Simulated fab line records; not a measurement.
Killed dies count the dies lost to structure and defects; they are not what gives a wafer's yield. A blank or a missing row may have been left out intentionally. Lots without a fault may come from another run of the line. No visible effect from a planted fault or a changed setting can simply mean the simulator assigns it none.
Which of the tools did it?	flow sky130	45 wafers from 15 lots sampled at 4 of the route's 708 steps

WHAT EACH GAUGE READ, for each wafer
SKY_SONOS_TUNNEL_OVL_MEAS_08.
lot	measured	on	SONOS_TUNNEL_OVL (nm)
L126	day 11 09:28	overlay-01	-0.1 -0.8 -2.3
L127	day 11 18:28	overlay-01	0.9 -1.1 0.6
L128	day 12 03:17	overlay-01	-0.4 -2.1 0.0
L129	day 12 08:19	overlay-02	1.7 1.0 0.5
L131	day 13 04:07	overlay-01	1.8 0.8 0.8
L132	day 13 11:01	overlay-02	-0.2 0.8 0.8
L135	day 14 09:04	overlay-02	-0.6 -0.5 -1.7
L136	day 14 22:00	overlay-02	0.6 -0.5 2.1
L145	day 17 17:54	overlay-01	-2.0 1.0 1.5
L146	day 18 04:24	overlay-02	2.5 2.9 1.0
L147	day 18 04:37	overlay-02	0.8 0.0 0.5
L149	day 18 19:33	overlay-02	1.9 0.6 0.7

SKY_METAL2_THK_MEAS_06: measures by xrf.
lot	measured	on	METAL2_ALCU_THK (nm)
L126	day 33 20:07	film_metro-04	245.9 245.2 243.6
L127	day 34 08:37	film_metro-04	239.7 242.5 238.8
L128	day 34 15:41	film_metro-03	239.7 240.9 241.3
L129	day 34 21:43	film_metro-04	247.1 248.8 249.3
L131	day 35 20:07	film_metro-04	245.3 242.1 245.0
L132	day 35 23:01	film_metro-04	246.6 244.2 245.7
L135	day 36 18:52	film_metro-03	243.6 243.2 242.0
L136	day 37 12:58	film_metro-01	239.6 238.9 240.0
L145	day 40 03:04	film_metro-01	240.5 244.5 241.6
L146	day 40 05:31	film_metro-01	246.2 239.8 241.8
L147	day 40 06:44	film_metro-04	243.7 244.4 240.8
L149	day 40 16:07	film_metro-01	238.6 240.0 237.8

EACH LOT AND THE TOOL THAT RAN IT (in order: tool; ch and the chambers of the sampled wafers; start)
lot	SKY_FIELD_ISO_ETCH_15	SKY_FIELD_ISO_WET_ETCH_30
L126	rie_diel-04 ch 2,3, day 2 05:10	wet_bench-02 ch 0, day 2 10:48
L127	rie_diel-02 ch 1,3, day 2 09:30	wet_bench-02 ch 2, day 2 15:11
L128	rie_diel-02 ch 0,1,3, day 2 16:06	wet_bench-03 ch 0, day 2 23:12
L129	rie_diel-03 ch 1,2,3, day 2 19:56	wet_bench-04 ch 1, day 3 02:11
L131	rie_diel-03 ch 0,1,2, day 3 09:17	wet_bench-03 ch 1, day 3 15:54
L132	rie_diel-03 ch 0,2, day 3 12:42	wet_bench-04 ch 3, day 3 17:56
L135	rie_diel-02 ch 0,3, day 4 05:00	wet_bench-03 ch 2, day 4 09:58
L136	rie_diel-02 ch 0,1,3, day 4 10:15	wet_bench-02 ch 1, day 4 17:25
L142	rie_diel-02 ch 0,2, day 5 18:01	wet_bench-03 ch 0, day 5 22:13
L143	rie_diel-02 ch 1,2,3, day 6 02:21	wet_bench-04 ch 0, day 6 07:47
L144	rie_diel-03 ch 0,3, day 6 02:42	wet_bench-04 ch 2, day 6 07:47
L145	rie_diel-03 ch 0,2, day 6 08:54	wet_bench-04 ch 3, day 6 14:50
L146	rie_diel-04 ch 0,2,3, day 6 12:53	wet_bench-03 ch 3, day 6 20:08
L147	rie_diel-04 ch 0,1,3, day 6 17:44	wet_bench-03 ch 2, day 6 21:56
L149	rie_diel-02 ch 1,2,3, day 7 05:17	wet_bench-04 ch 0, day 7 09:32
- SKY_FIELD_ISO_ETCH_15: etches the open film in CHF3/O2, stops on Si, target depth 180 nm, time 72 s.
- SKY_FIELD_ISO_WET_ETCH_30: etches SiO2 in dHF, target depth 25 nm, time 50 s.

AS READ BY THE TOOLS THEMSELVES (means over the sampled wafers that have a number; for cases with no such wafer, the mark the record gives instead)
SKY_FIELD_ISO_ETCH_15.
lot	tool	O2_flow_sccm (sccm)	bias_w (W)	chamber_pressure_mTorr (mTorr)	drypump_motor_current_A (A)	oes_product_au (a.u.)	throttle_valve_pct (%)
L126	rie_diel-04	5.008	200.0	40.01	5.3	0.957	8.836
L127	rie_diel-02	5.005	200.9	39.98	6.0	0.943	8.843
L128	rie_diel-02	5.006	200.4	40.01	6.0	0.949	8.840
L129	rie_diel-03	4.995	200.3	40.00	5.5	0.940	8.846
L131	rie_diel-03	5.004	200.0	40.00	5.7	0.946	8.849
L132	rie_diel-03	4.983	200.2	40.00	5.5	0.954	8.852
L135	rie_diel-02	5.011	200.6	40.02	6.0	0.945	8.853
L136	rie_diel-02	5.003	200.1	40.00	6.0	0.934	8.845
L142	rie_diel-02	5.002	200.1	40.03	6.0	0.940	8.843
L143	rie_diel-02	5.001	200.0	40.02	6.0	0.943	8.841
L144	rie_diel-03	5.003	200.1	39.98	5.8	0.958	8.849
L145	rie_diel-03	4.989	200.2	40.03	5.5	0.946	8.842
L146	rie_diel-04	4.999	200.1	40.00	5.3	0.945	8.848
L147	rie_diel-04	5.000	199.8	39.98	5.4	0.946	8.843
L149	rie_diel-02	5.004	200.3	40.00	6.1	0.945	8.839

SKY_FIELD_ISO_WET_ETCH_30.
lot	tool	bath_heat_duty_pct (%)	run_length_s (s)	temp_c (C)
L126	wet_bench-02	6.8	83	25.02
L127	wet_bench-02	5.7	84	25.03
L128	wet_bench-03	6.0	75	25.09
L129	wet_bench-04	7.0	82	25.01
L131	wet_bench-03	6.2	75	25.03
L132	wet_bench-04	5.5	81	25.04
L135	wet_bench-03	7.0	82	25.07
L136	wet_bench-02	6.3	83	25.03
L142	wet_bench-03	-	-	-
L143	wet_bench-04	-	-	-
L144	wet_bench-04	-	-	-
L145	wet_bench-04	5.9	76	24.97
L146	wet_bench-03	7.0	76	24.97
L147	wet_bench-03	6.9	76	24.98
L149	wet_bench-04	6.1	75	25.05

THE ANSWER, worked out from the rows above alone
Rule: the usual values come from the lots themselves. The widest of any qualifying gaps counts: lots, ordered by their means at a reading, are off when they make up no more than a third of the lots, leave a main group of 4 or more, and stand apart from it by 3 or more times the standard deviation of that group's means. A main group whose means are all the same, to the digits that the tables above print for the reading, isn't used. Also off: a lot with no number at a reading for which 4 or more lots have one. The other lots that the step has rows for count as sound. The gauges are gone through in route order, then the tools' own readings, and for those a lot's mean is taken as printed above. The first step at which some lot is off is used, and at that step the reading that is off furthest; a lot without a number counts as furthest.
Off: L142, L143, L144 (SKY_FIELD_ISO_WET_ETCH_30, bath_heat_duty_pct). Without a number there: L142, L143, L144. For the main group the mean is 6.4 % and the standard deviation 0.53.
A tool fits if, at that step or a process step before it, it ran every lot that is off, and no sound lot after the first of them. Of those tried, none fits.

WHAT HAD BEEN PUT IN BY THE SIMULATOR
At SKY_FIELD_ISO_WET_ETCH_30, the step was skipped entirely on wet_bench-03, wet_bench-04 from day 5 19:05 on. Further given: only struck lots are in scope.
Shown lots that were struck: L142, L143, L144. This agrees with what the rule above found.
